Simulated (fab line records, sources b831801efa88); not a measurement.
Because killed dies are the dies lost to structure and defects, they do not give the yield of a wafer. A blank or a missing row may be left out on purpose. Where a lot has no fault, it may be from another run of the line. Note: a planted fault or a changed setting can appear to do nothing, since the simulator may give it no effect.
fab line records | flow sky130
record: lots: 11 wafers: 33 last_day: 50
route steps=708 shown LI_CONTACT@365 LOCAL_INTERCONNECT@387
lots with no fault: from the same line, run without faults
start_h: hours from the record's first day to the start of the lot's first wafer shown | wait_h: how many hours have passed since the lot's step before this one | " as in the row above | L1.1+2: several wafers, shown together as one row | - value missing, or start not given | * or withheld: withheld | < > ~ a bound
route shown NAME@n: names a module that has steps shown in the file, with the first one's number in the route | usual: average and standard deviation across the fault-free wafers | same: alike in all rows | chamber/n: place in a boat | sites: readings site by site | _std_site: standard deviation across them | _edge_site: mean of outer sites minus mean of inner sites | radius_mm: for every site, how far away it sits from the centre of the wafer | mask NAME#n: copy n | behind: tool/chamber where the wafer was last shaped | hold: the reason the lot was held/the length of the hold in hours/how it ended | device: which transistor (n, p or np) failed to switch | end of line: the tests these same wafers got at the end of their route | a step given without rows: its recipe and nothing more | killed: the dies lost at the first sort to structure and to defects; this is not the yield of the wafer | map: the dies of a wafer, with x for killed, . for not killed, _ for no die there
set.NAME: the setting the step ran with; set.NAME@STEP: the setting that earlier step ran with | model.NAME: the simulator's own value behind a step, which no gauge read
one table for each step of the route and one row for each wafer, over a sample of lots
services: when a tool's chamber went out of use (start_h, in hours from the record's first day, below 0 if earlier), for how many hours, and the reason
== steps ==
step: SKY_LI_CONTACT_BOW_MEAS_03
recipe: mode: bow
usual: LI_CONTACT_BOW: 56/6.3
columns lot.wafer tool chamber start_h wait_h LI_CONTACT_BOW[um]
L544.1 film_metro-01 - 643.71 0.1 53
L544.2 " - " " 46
L544.6 " - " " 53
L545.2 film_metro-04 - 656.83 0.2 46
L545.3 " - " " 47
L545.4 " - " " 46
L548.3 film_metro-01 - 684.15 0.1 53
L548.5 " - " " 62
L548.6 " - " " 50
L549.1 film_metro-04 - 696.07 0.1 53
L549.4 " - " " 52
L549.6 " - " " 60
L551.1 film_metro-03 - 713.70 0.2 71
L551.2 " - " " 51
L551.3 " - " " 50
L555.2 film_metro-04 - 745.78 0.3 48
L555.3 " - " " 48
L555.4 " - " " 56
L556.3 film_metro-01 - 750.71 0.2 55
L556.4 " - " " 72
L556.6 " - " " 62
L558.3 film_metro-01 - 761.30 0.2 64
L558.5 " - " " 60
L558.6 " - " " 55
L562.1 film_metro-04 - 794.81 0.2 53
L562.5 " - " " 58
L562.6 " - " " 49
L564.3 film_metro-03 - 808.50 0.2 61
L564.5 " - " " 51
L564.6 " - " " 46
L566.1 film_metro-03 - 829.53 0.1 54
L566.3 " - " " 57
L566.5 " - " " 62
step: SKY_LI_CONTACT_OVL_MEAS_13
usual: LI_CONTACT_OVL: 0/5.7
columns lot.wafer tool chamber start_h wait_h LI_CONTACT_OVL[nm]
L544.1 overlay-01 - 672.55 0.1 4
L544.2 " - " " -4
L544.6 " - " " 2
L545.2 overlay-02 - 685.55 0.1 -3
L545.3 " - " " 4
L545.4 " - " " -2
L548.3 overlay-02 - 713.41 0.1 4
L548.5 " - " " 6
L548.6 " - " " 1
L549.1 overlay-01 - 724.68 0.1 9
L549.4 " - " " 11
L549.6 " - " " 9
L551.1 overlay-01 - 741.70 0.1 -7
L551.2 " - " " -9
L551.3 " - " " -1
L555.2 overlay-01 - 772.51 0.1 6
L555.3 " - " " 10
L555.4 " - " " 6
L556.3 overlay-02 - 777.91 0.1 -3
L556.4 " - " " -8
L556.6 " - " " -8
L558.3 overlay-02 - 788.11 0.1 -4
L558.5 " - " " -10
L558.6 " - " " 0
L562.1 overlay-01 - 821.38 0.1 0
L562.5 " - " " 0
L562.6 " - " " -3
L564.3 overlay-02 - 835.41 0.1 6
L564.5 " - " " 4
L564.6 " - " " 2
L566.1 overlay-01 - 855.48 0.1 -5
L566.3 " - " " -8
L566.5 " - " " -7
step: SKY_LI_CONTACT_CVD_21
recipe: material: W target_thk_nm: 400 time_s: 120.56 temp_c: 400 pressure_torr: 40
usual: chamber_pressure_Torr: 39.99/0.082 heater_power_w: 828/59
columns lot.wafer tool chamber start_h wait_h chamber_pressure_Torr heater_power_w
L544.1 cvd_w-01 1 673.15 0.0 39.87 804
L544.2 " 0 " " 39.98 744
L544.6 " 1 " " 39.83 793
L545.2 cvd_w-01 0 686.14 0.0 40.01 727
L545.3 " 0 " " 39.97 736
L545.4 " 1 " " 40.00 802
L548.3 cvd_w-02 1 714.03 0.1 39.90 856
L548.5 " 1 " " 39.97 888
L548.6 " 0 " " 39.90 880
L549.1 cvd_w-02 1 725.27 0.0 40.12 901
L549.4 " 1 " " 39.94 869
L549.6 " 0 " " 39.92 889
L551.1 cvd_w-01 0 742.30 0.0 39.88 752
L551.2 " 1 " " 39.87 820
L551.3 " 1 " " 39.84 814
L555.2 cvd_w-01 1 773.11 0.0 39.99 825
L555.3 " 1 " " 39.98 810
L555.4 " 0 " " 40.09 752
L556.3 cvd_w-02 0 778.55 0.1 39.98 881
L556.4 " 1 " " 40.10 887
L556.6 " 0 " " 39.97 888
L558.3 cvd_w-02 0 788.91 0.1 39.89 871
L558.5 " 0 " " 39.89 873
L558.6 " 1 " " 40.04 867
L562.1 cvd_w-01 0 821.97 0.0 40.01 752
L562.5 " 0 " " 39.93 747
L562.6 " 1 " " 23.58 818
L564.3 cvd_w-01 1 836.21 0.1 23.50 794
L564.5 " 1 " " 23.57 807
L564.6 " 0 " " 39.95 733
L566.1 cvd_w-02 0 856.09 0.0 40.10 907
L566.3 " 1 " " 40.09 896
L566.5 " 0 " " 40.03 903
step: SKY_LI_CONTACT_RS_MEAS_22
recipe: thk_meas_gauge: four-point-probe reads: W_of_LI_CONTACT_CVD_21+TiN_of_LI_CONTACT_SPUTTER_20+Ti_of_LI_CONTACT_SPUTTER_19
usual: LI_CONTACT_W_RS: 0.285/0.0058
columns lot.wafer tool chamber start_h wait_h hold LI_CONTACT_W_RS[ohm/sq]
L544.1 film_metro-01 - 673.27 0.1 - 0.291
L544.2 " - " " - 0.289
L544.6 " - " " - 0.287
L545.2 film_metro-01 - 686.28 0.1 - 0.290
L545.3 " - " " - 0.289
L545.4 " - " " - 0.287
L548.3 film_metro-03 - 714.15 0.1 - 0.292
L548.5 " - " " - 0.290
L548.6 " - " " - 0.290
L549.1 film_metro-04 - 725.40 0.1 - 0.288
L549.4 " - " " - 0.287
L549.6 " - " " - 0.285
L551.1 film_metro-01 - 742.42 0.1 - 0.288
L551.2 " - " " - 0.290
L551.3 " - " " - 0.287
L555.2 film_metro-03 - 773.26 0.1 - 0.287
L555.3 " - " " - 0.285
L555.4 " - " " - 0.286
L556.3 film_metro-04 - 778.67 0.1 - 0.273
L556.4 " - " " - 0.283
L556.6 " - " " - 0.276
L558.3 film_metro-01 - 789.03 0.1 - 0.269
L558.5 " - " " - 0.268
L558.6 " - " " - 0.281
L562.1 film_metro-01 - 822.10 0.1 await_dispo/0.2h/release 0.291
L562.5 " - " " await_dispo/0.2h/release 0.292
L562.6 " - " " await_dispo/0.2h/release 0.370
L562.1 film_metro-01 - 822.39 0.3 - 0.291
L562.5 " - " " - 0.291
L562.6 " - " " - 0.370
L564.3 film_metro-01 - 836.33 0.1 await_dispo/0.2h/release 0.381
L564.5 " - " " await_dispo/0.2h/release 0.381
L564.6 " - " " await_dispo/0.2h/release 0.288
L564.3 film_metro-01 - 836.62 0.3 - 0.381
L564.5 " - " " - 0.381
L564.6 " - " " - 0.288
L566.1 film_metro-01 - 856.22 0.1 - 0.273
L566.3 " - " " - 0.284
L566.5 " - " " - 0.272
step: SKY_LI_CONTACT_THK_MEAS_23
recipe: thk_meas_gauge: xrf reads: W_of_LI_CONTACT_CVD_21
usual: LI_CONTACT_W_THK: 382/8.7
columns lot.wafer tool chamber start_h wait_h hold LI_CONTACT_W_THK[nm]
L544.1 film_metro-01 - 673.39 0.1 - 373
L544.2 " - " " - 375
L544.6 " - " " - 377
L545.2 film_metro-01 - 686.39 0.1 - 371
L545.3 " - " " - 376
L545.4 " - " " - 378
L548.3 film_metro-03 - 714.25 0.1 - 372
L548.5 " - " " - 374
L548.6 " - " " - 375
L549.1 film_metro-04 - 725.52 0.1 - 382
L549.4 " - " " - 384
L549.6 " - " " - 385
L551.1 film_metro-01 - 742.54 0.1 - 379
L551.2 " - " " - 376
L551.3 " - " " - 383
L555.2 film_metro-03 - 773.37 0.1 - 380
L555.3 " - " " - 383
L555.4 " - " " - 384
L556.3 film_metro-04 - 778.77 0.1 - 398
L556.4 " - " " - 384
L556.6 " - " " - 395
L558.3 film_metro-01 - 789.13 0.1 - 408
L558.5 " - " " - 402
L558.6 " - " " - 386
L562.1 film_metro-01 - 823.28 0.9 await_dispo/0.2h/release 376
L562.5 " - " " await_dispo/0.2h/release 376
L562.6 " - " " await_dispo/0.2h/release 299
L562.1 film_metro-01 - 823.51 0.2 - 376
L562.5 " - " " - 376
L562.6 " - " " - 299
L564.3 film_metro-01 - 837.54 0.9 await_dispo/0.2h/release 290
L564.5 " - " " await_dispo/0.2h/release 291
L564.6 " - " " await_dispo/0.2h/release 380
L564.3 film_metro-01 - 837.80 0.2 - 291
L564.5 " - " " - 291
L564.6 " - " " - 383
L566.1 film_metro-01 - 856.34 0.1 - 398
L566.3 " - " " - 382
L566.5 " - " " - 398
step: SKY_LI_CONTACT_CMP_24
recipe: stop_on: PSG t_overpolish_s: 20 down_force_psi: 3.5 platen_rpm: 60 target_thk_nm: 0 pad_velocity_m_s: 0.94248
usual: edge_zone_pressure_frac: 1.000/0.0054 motor_current_A: 10.9/1.1 time_to_endpoint_s: 96/5.1
columns lot.wafer tool chamber start_h wait_h hold edge_zone_pressure_frac motor_current_A time_to_endpoint_s
L544.1 cmp-01 3 673.55 0.1 - 1.002 9.4 100
L544.2 " 0 " " - 0.992 10.0 91
L544.6 " 1 " " - 0.997 12.3 94
L545.4 cmp-01 2 686.49 0.1 - 0.994 10.7 100
L545.3 " 3 " " - 1.003 10.5 93
L545.2 " 0 " " - 1.005 9.8 89
L548.3 cmp-02 3 714.34 0.1 - 0.992 12.2 89
L548.6 " 2 " " - 1.004 12.3 99
L548.5 " 3 " " - 1.005 11.6 90
L549.1 cmp-01 1 725.58 0.1 - 1.010 11.8 92
L549.4 " 2 " " - 1.001 11.8 100
L549.6 " 2 " " - 1.006 11.3 100
L551.2 cmp-02 2 742.65 0.1 - 1.004 11.6 103
L551.1 " 3 " " - 1.004 11.2 96
L551.3 " 0 " " - 0.996 8.4 100
L555.4 cmp-01 3 773.47 0.1 - 1.002 10.2 94
L555.3 " 0 " " - 1.002 9.6 88
L555.2 " 1 " " - 1.003 11.5 89
L556.3 cmp-01 0 778.86 0.1 - 1.002 9.7 97
L556.4 " 1 " " - 0.987 11.6 92
L556.6 " 3 " " - 0.993 10.3 102
L558.3 cmp-01 0 789.17 0.0 - 1.002 10.2 103
L558.5 " 0 " " - 1.004 9.5 99
L558.6 " 1 " " - 0.997 12.1 94
L562.1 cmp-02 0 826.37 2.9 await_dispo/2.7h/release 1.003 8.1 100
L562.5 " 2 " " await_dispo/2.7h/release 1.001 12.0 100
L562.6 " 3 " " await_dispo/2.7h/release 1.001 11.7 71
L564.3 cmp-01 3 838.97 1.2 await_dispo/1.1h/release 1.001 9.7 71
L564.5 " 3 " " await_dispo/1.1h/release 0.995 10.0 72
L564.6 " 0 " " await_dispo/1.1h/release 0.999 9.9 87
L566.3 cmp-02 2 856.48 0.1 - 0.995 11.8 99
L566.1 " 0 " " - 0.995 8.5 99
L566.5 " 1 " " - 0.994 11.2 102
step: SKY_LOCAL_INTERCONNECT_SPUTTER_00
recipe: material: TiN target_thk_nm: 100 temp_c: 300 power_w: 6500 time_s: 83.3 chamber_pressure_pa: 0.4
usual: throttle_valve_pct: 29.7/1.2
columns lot.wafer tool chamber start_h wait_h throttle_valve_pct
L544.1 pvd_sputter-03 - 673.75 0.1 32.4
L544.2 " - " " 31.1
L544.6 " - " " 29.7
L545.2 pvd_sputter-04 - 686.74 0.1 29.3
L545.3 " - " " 29.8
L545.4 " - " " 28.7
L548.3 pvd_sputter-04 - 714.59 0.2 27.7
L548.5 " - " " 30.2
L548.6 " - " " 28.8
L549.1 pvd_sputter-04 - 725.88 0.2 28.4
L549.4 " - " " 28.7
L549.6 " - " " 27.3
L551.1 pvd_sputter-01 - 742.90 0.1 28.7
L551.2 " - " " 29.1
L551.3 " - " " 29.6
L555.2 pvd_sputter-01 - 773.72 0.1 28.6
L555.3 " - " " 29.2
L555.4 " - " " 29.9
L556.3 pvd_sputter-01 - 779.11 0.2 30.4
L556.4 " - " " 29.6
L556.6 " - " " 29.1
L558.3 pvd_sputter-04 - 789.47 0.2 29.3
L558.5 " - " " 29.2
L558.6 " - " " 27.7
L562.1 pvd_sputter-03 - 826.57 0.1 29.9
L562.5 " - " " 31.2
L562.6 " - " " 29.6
L564.3 pvd_sputter-01 - 839.27 0.2 28.6
L564.5 " - " " 28.8
L564.6 " - " " 30.3
L566.1 pvd_sputter-03 - 856.73 0.1 32.4
L566.3 " - " " 29.4
L566.5 " - " " 29.7
== services ==
columns tool chamber start_h hours kind
cvd_w-01 - 651.79 2.8 pm
cmp-02 - 675.92 11.9 pm
cmp-01 - 688.33 5.2 repair
cmp-02 - 690.84 2.6 repair
pvd_sputter-03 - 709.37 7.0 repair
pvd_sputter-01 - 715.04 0.6 repair
cmp-02 - 720.53 0.5 repair
pvd_sputter-01 - 731.53 3.0 repair
cmp-02 - 735.16 1.8 repair
cmp-02 - 735.97 0.3 repair
cvd_w-02 0 739.20 - calibration
cmp-01 - 745.77 4.0 pm
cmp-01 - 749.77 - consumable_replace:conditioner
cmp-01 - 749.77 - consumable_replace:pad
cmp-02 - 762.31 0.3 repair
pvd_sputter-03 - 783.16 1.0 repair
pvd_sputter-01 - 789.07 3.5 repair
cmp-01 - 797.44 0.8 repair
pvd_sputter-03 - 802.28 6.8 repair
cmp-01 - 804.26 29.0 repair
cmp-01 - 822.05 5.3 repair
pvd_sputter-04 - 826.72 8.1 repair
pvd_sputter-01 - 830.68 1.8 repair
cmp-02 - 850.26 5.0 pm
== key ==
first_sign: step: SKY_LI_CONTACT_CVD_21 reading: chamber_pressure_Torr direction: down sigmas: 99+ usual: 39.99 struck: 23.55
effect: step: SKY_LI_CONTACT_RS_MEAS_22 reading: visit direction: added
effect: step: SKY_LI_CONTACT_RS_MEAS_22 reading: LI_CONTACT_W_RS direction: up sigmas: 16 usual: 0.285 struck: 0.377
effect: step: SKY_LI_CONTACT_THK_MEAS_23 reading: visit direction: added
effect: step: SKY_LI_CONTACT_THK_MEAS_23 reading: LI_CONTACT_W_THK direction: down sigmas: 10 usual: 382 struck: 293
effect: step: SKY_LI_CONTACT_CMP_24 reading: time_to_endpoint_s direction: down sigmas: 4.8 usual: * struck: *
met_at SKY_LI_CONTACT_CVD_21
struck_lots L562,L564
struck_wafers L562.6,L564.3,L564.5
tester_left_out L562,L564
not_acting_at SKY_LI_CONTACT_BOW_MEAS_03,SKY_LI_CONTACT_OVL_MEAS_13,SKY_LOCAL_INTERCONNECT_SPUTTER_00
onset_between 773.11 821.97
fault: kind: process_parameter_drift tool: cvd_w-01 chamber: 1 onset_h: 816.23 steps: SKY_LI_CONTACT_CVD_21 channel: pressure_torr offset: -16.419 shape: step end_h: 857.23 acts_in: these_recipes_only stated: 40
tester_left_out: of these lots the tester's yield and bins aren't shown, on N5 and GAA mostly nor the transistor test; their killed dies are dies lost to structure and defects alone, not to doping, threshold or leakage, so they don't give the yield
